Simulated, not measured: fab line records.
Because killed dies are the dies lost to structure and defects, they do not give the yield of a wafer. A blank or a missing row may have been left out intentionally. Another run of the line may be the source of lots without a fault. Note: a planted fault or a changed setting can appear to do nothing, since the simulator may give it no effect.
Which tool was responsible? -- flow gf180mcu -- Sampling: 11 lots, 33 wafers, 2 of 602 route steps

== WHAT THE GAUGES READ, wafer by wafer ==
GF_M2_CD_MEAS_14 targets a cd of 280 nm.
lot,measured,on,cdNm (nm)
L489,day 19 00:13,cdSem-02,278.1 280.6 279.6
L491,day 20 02:56,cdSem-02,278.4 279.8 279.2
L492,day 20 12:11,cdSem-01,280.3 279.2 280.7
L496,day 22 00:59,cdSem-01,279.9 279.4 280.7
L497,day 22 06:41,cdSem-02,280.3 280.8 282.2
L498,day 22 13:24,cdSem-02,279.1 277.4 278.2
L499,day 22 20:43,cdSem-02,280.2 280.5 280.0
L500,day 23 08:05,cdSem-01,280.6 279.5 281.7
L501,day 23 14:28,cdSem-02,281.3 280.5 281.1
L509,day 26 07:28,cdSem-01,279.3 279.7 279.4
L512,day 27 01:57,cdSem-02,279.0 278.8 278.2

== TOOL THAT RAN EACH LOT (tool first, then ch and the chambers of the sampled wafers, then the start) ==
lot,GF_M2_SPUTTER_03
L489,"pvdSputter-04, day 18 00:25"
L491,"pvdSputter-02, day 19 02:01"
L492,"pvdSputter-02, day 19 12:25"
L496,"pvdSputter-03, day 21 01:13"
L497,"pvdSputter-02, day 21 06:59"
L498,"pvdSputter-02, day 21 14:43"
L499,"pvdSputter-04, day 21 22:13"
L500,"pvdSputter-04, day 22 08:55"
L501,"pvdSputter-03, day 22 15:42"
L509,"pvdSputter-02, day 25 11:02"
L512,"pvdSputter-03, day 26 05:18"
- GF_M2_SPUTTER_03: material Ti, target thk 10 nm, time 6.7 s.

== THE ANSWER, worked out from the rows above alone ==
Rule: usual is defined by the lots themselves. Put in order of their means at a reading, lots are off if they are a third of the lots or fewer, leave a main group of 4 or more, and stand apart from it by a gap of 3 or more times the standard deviation of the main group's means; of several such gaps the widest counts. Not used: any main group whose means are identical at the precision the tables above print for the reading. Also off: a lot with no number at a reading for which 4 or more lots have one. Where the step has rows for the other lots, those lots are counted as sound.
No lot is off on any of the readings shown, so nothing can be concluded from this.

== WHAT THE SIMULATOR HAD PUT IN ==
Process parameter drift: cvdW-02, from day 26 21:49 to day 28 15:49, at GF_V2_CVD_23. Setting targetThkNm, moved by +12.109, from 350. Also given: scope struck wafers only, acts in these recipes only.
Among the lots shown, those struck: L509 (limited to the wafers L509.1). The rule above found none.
